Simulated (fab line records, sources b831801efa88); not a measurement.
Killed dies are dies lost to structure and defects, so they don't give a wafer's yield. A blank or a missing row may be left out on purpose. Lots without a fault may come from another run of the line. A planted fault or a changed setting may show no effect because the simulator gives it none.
Which tool did it? | flow sky130 | 6 lots, 18 wafers sampled, at 3 steps of a route of 708

WHAT THE GAUGES READ, wafer by wafer
SKY_METAL5_THK_MEAS_06: measures by xrf.
lot  | measured     | on            | METAL5_ALCU_THK (nm)
L292 | day 43 11:58 | film_metro-03 | 1124 1124 1141
L294 | day 44 10:00 | film_metro-04 | 1156 1162 1135
L297 | day 45 08:53 | film_metro-03 | 1149 1153 1132
L299 | day 45 17:50 | film_metro-04 | 1137 1140 1132
L301 | day 46 06:02 | film_metro-01 | 1127 1124 1128
L312 | day 48 14:02 | film_metro-03 | 1144 1137 1148

WHICH TOOL RAN EACH LOT (tool, then ch and the chambers of the sampled wafers, then the start)
lot  | SKY_METAL1_SPUTTER_01        | SKY_VIA4_SPUTTER_17
L292 | pvd_sputter-01, day 32 07:07 | pvd_sputter-03, day 43 10:59
L294 | pvd_sputter-01, day 33 09:21 | pvd_sputter-02, day 44 09:01
L297 | pvd_sputter-01, day 34 11:00 | pvd_sputter-02, day 45 07:49
L299 | pvd_sputter-01, day 35 00:20 | pvd_sputter-03, day 45 16:51
L301 | pvd_sputter-02, day 35 15:57 | pvd_sputter-02, day 46 05:03
L312 | pvd_sputter-04, day 38 17:38 | pvd_sputter-01, day 48 12:51
- SKY_METAL1_SPUTTER_01: material TiN, target thk 20 nm, time 16.7 s.
- SKY_VIA4_SPUTTER_17: material TiN, target thk 20 nm, time 80 s.

THE ANSWER, worked out from the rows above alone
Rule: what is usual is taken from the lots themselves. Put in order of their means at a reading, lots are off if they are a third of the lots or fewer, leave a main group of 4 or more, and stand apart from it by a gap of 3 or more times the standard deviation of the main group's means; of several such gaps the widest counts. A main group whose means are all the same, to the digits that the tables above print for the reading, isn't used. A lot without any number at a reading at which 4 lots or more have one is off too. The other lots that the step has rows for count as sound.
No lot is off at any reading shown: from this, nothing can be told.

WHAT THE SIMULATOR HAD PUT IN
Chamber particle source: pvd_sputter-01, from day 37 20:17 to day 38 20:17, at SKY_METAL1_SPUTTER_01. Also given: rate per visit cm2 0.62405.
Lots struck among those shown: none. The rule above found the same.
